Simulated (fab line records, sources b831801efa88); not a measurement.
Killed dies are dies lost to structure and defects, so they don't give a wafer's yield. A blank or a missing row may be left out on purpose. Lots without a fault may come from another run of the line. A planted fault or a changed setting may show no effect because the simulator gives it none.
Problem report in the 8D (eight disciplines) form, filled by code | flow sky130 | the parts of the form that need people (team, actions taken, sign-off) are left out

1. THE PROBLEM
beam_energy_keV at SKY_GATE_OXIDE_IMPLANT_11 reads a mean of 10.790 on 6 wafers of 2 lots; wafers without a fault read 10.000 with a standard deviation of 0.0031. That is +99 or more standard deviations from the usual mean.
First seen on wafer L798.1, day 15 08:25, on implanter-04. The record holds 39 wafers of 13 lots with a number at this step. Rule for "out", or "out of limits": more than 4 standard deviations from the usual mean. The other wafers with a number count as sound.

2. WHAT IT IS AND WHAT IT IS NOT
question                    | is                     | is not
which readings at this step | beam_energy_keV        | -
which lots                  | L798, L799             | L794, L795, L796, L797, L810, L811, L812, L813, L814, L816, L817
which wafers of those lots  | all that have a number | -
read on which tools         | implanter-04           | implanter-02, implanter-03
when                        | from day 15 08:25      | up to then (12 sound wafers); but 21 sound wafers of L810, L811, L812, L813, L814, L816, L817 came after

3. SUSPECTS, AND WHAT RULES EACH OUT
Counting: a tool at a process step up to the reading stays a suspect if it ran every lot that is out and no sound lot after the first of them.
- implanter-04 at SKY_GATE_OXIDE_IMPLANT_11: ruled out as a lasting fault. Sound lots L810, L816, L817 ran on it after its first lot that is out, L798 (day 15 08:25).
Left after counting: nothing in the record.

4. THE CAUSE (what the simulator had put in)
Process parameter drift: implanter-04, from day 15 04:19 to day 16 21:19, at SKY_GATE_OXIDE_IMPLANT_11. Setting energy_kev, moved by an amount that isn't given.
Counting ruled it out, wrongly.

5. THE CHAIN OF EFFECTS, in route order
Each row: a reading whose mean over the struck wafers that have a number lies more than 3 standard deviations from the usual. Only readings for which the record gives a usual standard deviation are gone through. hours: the time from each lot's start at the first step in this table that gives one to its start at this step, as a median over the lots. sigmas: the change in usual standard deviations.
hours | step                      | reading         | usual  | on struck wafers | change | sigmas
0     | SKY_GATE_OXIDE_IMPLANT_11 | beam_energy_keV | 10.000 | 10.790           | +0.790 | +99 or more
The process steps in it:
- SKY_GATE_OXIDE_IMPLANT_11
Later measuring or inspecting steps at which every struck wafer that the step has a row for has a number for every such reading, and none has moved that far: SKY_POLY_GATE_CD_MEAS_13.

6. WHAT WOULD HAVE CAUGHT IT SOONER
In this record the first reading out of limits was taken at day 15 08:25, 4 hours after the fault began at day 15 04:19.
